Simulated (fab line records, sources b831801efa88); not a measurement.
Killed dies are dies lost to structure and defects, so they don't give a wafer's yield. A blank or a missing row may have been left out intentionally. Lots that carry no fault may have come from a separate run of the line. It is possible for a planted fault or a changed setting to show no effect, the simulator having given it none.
Struck lot and sound lot, side by side :: flow sky130 :: 16 out of 708 route steps
Sound: wafers L262.1, L262.3, L262.6. Wafers L266.3, L266.5, L266.6 were the ones struck. The cause comes at the end.
For every step that has rows: the tool of each side, followed by ch and its chambers, followed by its first start. Under that, the readings that differ: sound wafers :: struck wafers :: difference of the means :: sigmas: that difference in standard deviations of wafers without a fault.
alike: words and numbers the same on both sides, and readings whose means are apart by under 2 such deviations; not compared: readings that were withheld, readings missing a value for some wafer, numbers with overlapping values and no deviation given by the record, and bounds like >300 which may hide the same value.
A row with sigmas, a row that says differs or no value, or rows on one side alone: a step with any of these is where the two part. When numbers do not overlap yet have no deviation, they are printed without sigmas and do not part them. A reading that every wafer of one side lacks parts them only if that side has two wafers or more.

SKY_VT_ADJUST_HVTP_OVL_MEAS_08:
  sound: overlay-01 at day 6 15:04; struck: overlay-02 at day 7 12:55
  alike: VT_ADJUST_HVTP_OVL
following that, these wafers have no rows for 1 step: SKY_VT_ADJUST_HVTP_IMPLANT_09.
SKY_VT_ADJUST_HVTP_STRIP_10: strips in O2/N2.
  sound on plasma asher-04 ch 0,1, day 6 15:14; struck on plasma asher-04 ch 0,1, day 7 13:07
  alike: chamber pressure mTorr, drypump motor current A, oes product au, strip time to endpoint s
  not compared: rf hours counter h
SKY_VT_ADJUST_HVTP_TW_MEAS_11:
  sound: film metro-03 at day 6 15:20; struck: film metro-02 at day 7 13:12
reading: VT_ADJUST_HVTP_TW
sound: 1341 1339 1335
struck: 1382 1381 1391
difference: +46
sigmas: +2
then, 7 steps without rows for these wafers: SKY_VT_ADJUST_LVTN_DEHYDRATE_00 (time 60 s); SKY_VT_ADJUST_LVTN_HMDS_01 (prime time 60 s); SKY_VT_ADJUST_LVTN_COAT_02 (resist thk 3000 nm); SKY_VT_ADJUST_LVTN_SOFTBAKE_03; SKY_VT_ADJUST_LVTN_EXPOSE_04 (exposes mask NWM COMPLEMENT LESS NATIVE, target cd 840 nm); SKY_VT_ADJUST_LVTN_PEB_05; SKY_VT_ADJUST_LVTN_DEVELOP_06 (develop time 62.75 s).
SKY_VT_ADJUST_LVTN_OVL_MEAS_07:
  sound: overlay-01 at day 7 09:19; struck: overlay-01 at day 8 09:41
  alike: VT_ADJUST_LVTN_OVL
SKY_VT_ADJUST_LVTN_IMPLANT_08:
  sound on implanter-04 ch 0, day 7 09:22; struck on implanter-03 ch 0, day 8 09:45
reading: implant ion amu
sound: 11 11 11
struck: 31 31 31
difference: +20
sigmas: 

reading: model.implant.rp nm (nm)
sound: 96.43 96.43 96.43
struck: 36.24 36.24 36.24
difference: -60.19
sigmas: 

reading: model.implant.drp nm (nm)
sound: 42.97 42.97 42.97
struck: 16.56 16.56 16.56
difference: -26.41
sigmas: 
  alike: dose ions cm2
SKY_VT_ADJUST_LVTN_STRIP_09: strips in O2/N2.
  sound on plasma asher-01 ch 1, day 7 09:31; struck on plasma asher-02 ch 0,1, day 8 09:53
reading: drypump motor current A (A)
sound: 4.9 4.9 4.9
struck: 6.0 6.0 6.0
difference: +1.1
sigmas: +3
  alike: chamber pressure mTorr, oes product au, strip time to endpoint s
  not compared: rf hours counter h
SKY_VT_ADJUST_LVTN_TW_MEAS_10:
  sound: film metro-04 at day 7 09:37; struck: film metro-02 at day 8 09:58
reading: VT_ADJUST_LVTN_TW
sound: 238.5 238.7 237.4
struck: 478.5 477.6 478.3
difference: +239.9
sigmas: +80
then, 1 step without rows for these wafers: SKY_VT_ADJUST_LVTN_DEHYDRATE_11 (time 60 s).

## WHERE THEY PART
Earliest at SKY_VT_ADJUST_HVTP_TW_MEAS_11; latest, in this record, at SKY_VT_ADJUST_LVTN_TW_MEAS_10.

WHY: the cause the simulator had injected
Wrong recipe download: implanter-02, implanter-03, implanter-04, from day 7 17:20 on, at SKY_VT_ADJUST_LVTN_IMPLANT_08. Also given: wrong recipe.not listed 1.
